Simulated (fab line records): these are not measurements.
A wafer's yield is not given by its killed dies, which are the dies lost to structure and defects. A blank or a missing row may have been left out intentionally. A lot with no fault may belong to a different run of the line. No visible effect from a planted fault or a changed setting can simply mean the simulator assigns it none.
One fault through the eyes of 2 desks | flow gf180mcu | each desk holds nothing but its own numbers, with what lay behind them at the end

METROLOGY DESK
What the gauges read for every lot (on any tool): the sampled wafers with a number, averaged. If a lot's mean is further than 4 standard deviations from the usual mean, the lot is out of limits and carries the mark OUT (the distance appears in the brackets).
Columns: A = cdNm at GF_V3_CD_MEAS_14, usual 260.1 nm; B = V3_OVL at GF_V3_OVL_MEAS_15, usual 0 nm; C = V4_CVD_00_THK at GF_V4_THK_MEAS_01, usual 595 nm
lot  | first seen here | A     | B  | C
L317 | day 22 10:33    | 260.9 | 0  | 602
L318 | day 22 20:46    | 260.1 | -5 | 601
L321 | day 24 00:52    | 260.2 | 4  | 593
L322 | day 24 09:00    | 257.9 | -2 | 600
L323 | day 24 18:02    | 259.6 | 2  | 596
L324 | day 25 03:25    | 260.0 | -0 | 599
L325 | day 25 10:32    | 260.7 | -1 | 590
L326 | day 25 13:54    | 261.9 | 3  | 396 (-37) OUT
L332 | day 27 10:44    | 260.0 | 12 | 592
L337 | day 28 20:21    | 260.3 | 4  | 599
L339 | day 29 10:00    | 258.3 | 1  | 590
L340 | day 29 17:27    | 262.6 | 7  | 592
Per this desk, out of limits: L326; the first was L326, day 26 12:58 (V4_CVD_00_THK at GF_V4_THK_MEAS_01). L317, L318, L321, L322, L323, L324, L325, L332, L337, L339, L340: within limits.

FOR THE TOOL OWNER'S DESK: hdpcvd-02
The tool's own readings at GF_V4_CVD_00 (deposits SiO2, target thk 600 nm, time 100 s): means of the sampled wafers that have a number, for each lot that ran on this tool. If a lot's mean is further than 4 standard deviations from the usual mean, the lot is out of limits and carries the mark OUT (the distance appears in the brackets).
Columns: A = sih4FlowSccm at GF_V4_CVD_00, usual 60.00 sccm
lot  | first seen here | A
L317 | day 23 12:25    | 60.20
L318 | day 23 21:36    | 60.02
L322 | day 25 08:56    | 60.04
L323 | day 25 17:53    | 59.94
L324 | day 26 02:23    | 60.17
L325 | day 26 10:41    | 59.73
L326 | day 26 12:53    | 39.85 (-99 or more) OUT
L339 | day 30 07:44    | 59.99
L340 | day 30 14:22    | 60.11
This desk finds L326 out of limits, L326 being first, at day 26 12:53 (sih4FlowSccm at GF_V4_CVD_00). L317, L318, L322, L323, L324, L325, L339, L340: within limits.

BROUGHT TOGETHER
The tool owner's desk could have raised an alarm at day 26 12:53, on L326.
Metrology desk: alarm possible at day 26 12:58 on L326.
The lots listed all ran GF_V4_CVD_00 on hdpcvd-02.

WHAT THE SIMULATOR PUT IN
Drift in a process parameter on hdpcvd-02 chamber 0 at GF_V4_CVD_00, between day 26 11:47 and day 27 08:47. The setting sih4FlowSccm was moved by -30, starting from 60. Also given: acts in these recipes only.
Shown lots that were struck: L326.
Delay (hours) between the fault's onset and each desk's first out-of-limits reading: 1 at the tool owner's desk, 1 at the metrology desk.
